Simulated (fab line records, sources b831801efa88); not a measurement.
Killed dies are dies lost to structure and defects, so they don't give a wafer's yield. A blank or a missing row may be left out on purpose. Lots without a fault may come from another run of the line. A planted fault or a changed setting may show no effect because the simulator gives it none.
Chamber matching | flow sky130 | SKY_CAPM_CVD_00 on pecvd-03: 3 sister chambers
The step deposits SiO2, target thk 15.5 nm. 3 wafers are shown with their chamber, then 9 later ones without.

WAFERS WITH THEIR CHAMBER
wafer  | chamber | susceptor_temp_C (C)
L088.1 | 1       | 400.00
L088.2 | 2       | 399.93
L088.3 | 0       | 399.72

WAFERS WITHOUT THEIR CHAMBER
wafer  | susceptor_temp_C (C)
L090.2 | 399.97
L090.3 | 399.67
L090.5 | 400.01
L094.1 | 399.60
L094.2 | 399.97
L094.6 | 399.89
L096.1 | 399.89
L096.2 | 399.89
L096.5 | 400.13

WHICH CHAMBER EACH WENT THROUGH
wafer  | from the rows above          | in truth
L090.2 | can't be placed: 1 or 2      | 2
L090.3 | 0                            | 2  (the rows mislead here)
L090.5 | can't be placed: 1 or 2      | 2
L094.1 | 0                            | 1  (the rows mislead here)
L094.2 | can't be placed: 1 or 2      | 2
L094.6 | can't be placed: 2 or 1 or 0 | 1
L096.1 | can't be placed: 2 or 1 or 0 | 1
L096.2 | can't be placed: 2 or 1 or 0 | 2
L096.5 | can't be placed: 1 or 2      | 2
Placed correctly: 0 of 9. Can't be placed from these rows: 7 (the true chamber is among the candidates in 7). Placed wrongly: 2.
How it was worked out, from the rows above alone: a wafer's distance from a chamber is the root of the sum, over the readings, of the square of ((its reading less the chamber's mean) divided by the reading's scatter). The wafer belongs to the nearest chamber; if the next one is less than 2 further off, it can't be placed. A chamber's mean is the mean of its shown wafers. The scatter: with one shown wafer a chamber, the root of the mean of the squares of how far each hidden wafer lies from its nearest shown one.
